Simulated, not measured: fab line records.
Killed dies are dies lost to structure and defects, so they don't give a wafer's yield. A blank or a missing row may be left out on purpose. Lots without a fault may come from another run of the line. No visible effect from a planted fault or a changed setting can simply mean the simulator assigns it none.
Code-filled problem report in 8D (eight disciplines) form | flow gf180mcu | the parts of the form that need people (team, actions taken, sign-off) are left out

## 1. THE PROBLEM
STI_CVD_03_THK at GF_STI_THK_MEAS_04 reads a mean of 234.5 nm on 3 wafers of 1 lot; wafers without a fault read 208.3 nm with a standard deviation of 1.8. That puts it +15 standard deviations away from the usual mean.
First seen on wafer L592.1, day 5 03:33, on filmMetro-01. At this step, 30 wafers from 10 lots have a number in the record. Rule for "out" (also "out of limits"): further than 4 standard deviations from the usual mean. All remaining wafers that have a number are taken as sound.

## 2. WHAT THIS IS AND IS NOT
question                    | is                     | is not
which readings at this step | STI_CVD_03_THK         | -
which lots                  | L592                   | L575, L581, L582, L584, L589, L590, L591, L593, L595
which wafers of those lots  | all that have a number | -
read on which gauges        | filmMetro-01           | filmMetro-03, filmMetro-04
when                        | from day 5 03:33       | up to then (21 sound wafers); but 6 sound wafers of L593, L595 came after

## 3. SUSPECTS, AND WHAT RULES EACH OUT
Counting: a tool stays on the suspect list if, at a process step up to the reading, it processed all lots that are out and no sound lot following the first of them.
- the gauge at GF_STI_THK_MEAS_04 has been ruled out. All the wafers that are out were read on filmMetro-01, but those of them that GF_STI_CVD_03 has rows for are out there too, on other tools.
- lpcvd-01 at GF_STI_CVD_03 (deposits Si3N4 from DCS/NH3, target thk 207.16 nm, time 3551 s): kept. It ran the lot that is out, L592 (day 5 01:34), and no sound lot after that; its last sound lot up to then is L591 (day 4 19:34). Its own spikeTcUpperC, susceptorTempC readings are out on those wafers.
After counting, what remains is lpcvd-01 at GF_STI_CVD_03.

## 4. THE CAUSE (what the simulator had put in)
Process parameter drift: lpcvd-01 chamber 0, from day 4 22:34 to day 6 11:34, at GF_STI_CVD_03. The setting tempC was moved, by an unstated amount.
This tool alone remained once counting was done.

## 5. THE EFFECT CHAIN, in route order
Each row: a reading where the mean over the struck wafers with a number is more than 3 standard deviations away from the usual. Scope: only readings with a usual standard deviation given in the record; hours: median across lots of the time from each lot's start at the first step in this table that gives one to its start at this step; sigmas: change in usual standard deviations.
hours | step               | reading        | usual      | on struck wafers | change | sigmas
0     | GF_STI_CVD_03      | spikeTcBottomC | 788.5 C    | 794.4            | +5.9   | +3.7
0     | GF_STI_CVD_03      | spikeTcCentreC | 771.0 C    | 775.8            | +4.8   | +3.2
0     | GF_STI_CVD_03      | spikeTcLowerC  | 770.4 C    | 777.0            | +6.6   | +4.4
0     | GF_STI_CVD_03      | spikeTcUpperC  | 769.8 C    | 777.5            | +7.7   | +5.9
0     | GF_STI_CVD_03      | susceptorTempC | 770.0 C    | 775.6            | +5.6   | +16
2     | GF_STI_THK_MEAS_04 | STI_CVD_03_THK | 208.3 nm   | 234.5            | +26.2  | +15
17    | GF_STI_ETCH_13     | oesProductAu   | 0.835 a.u. | 0.896            | +0.061 | +10
Its process steps:
- GF_STI_CVD_03: deposits Si3N4 from DCS/NH3, target thk 207.16 nm, time 3551 s.
- GF_STI_ETCH_13: etches the open film in CHF3/O2, stops on Si, target depth 282.31 nm, time 112.9 s.

## 6. HOW IT WOULD HAVE BEEN CAUGHT EARLIER
5 hours passed between the start of the fault at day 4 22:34 and the first reading out of limits at a measuring or inspecting step in this record, taken at day 5 03:33.
Tool's own readings at GF_STI_CVD_03, spikeTcUpperC, susceptorTempC: out on all struck wafers the step has rows for; an alarm limit on them would have tripped on the first.
Lots out: 1; all had begun GF_STI_CVD_03 on lpcvd-01 by day 5 03:33. Tool hold at that time: it would have spared none of them.
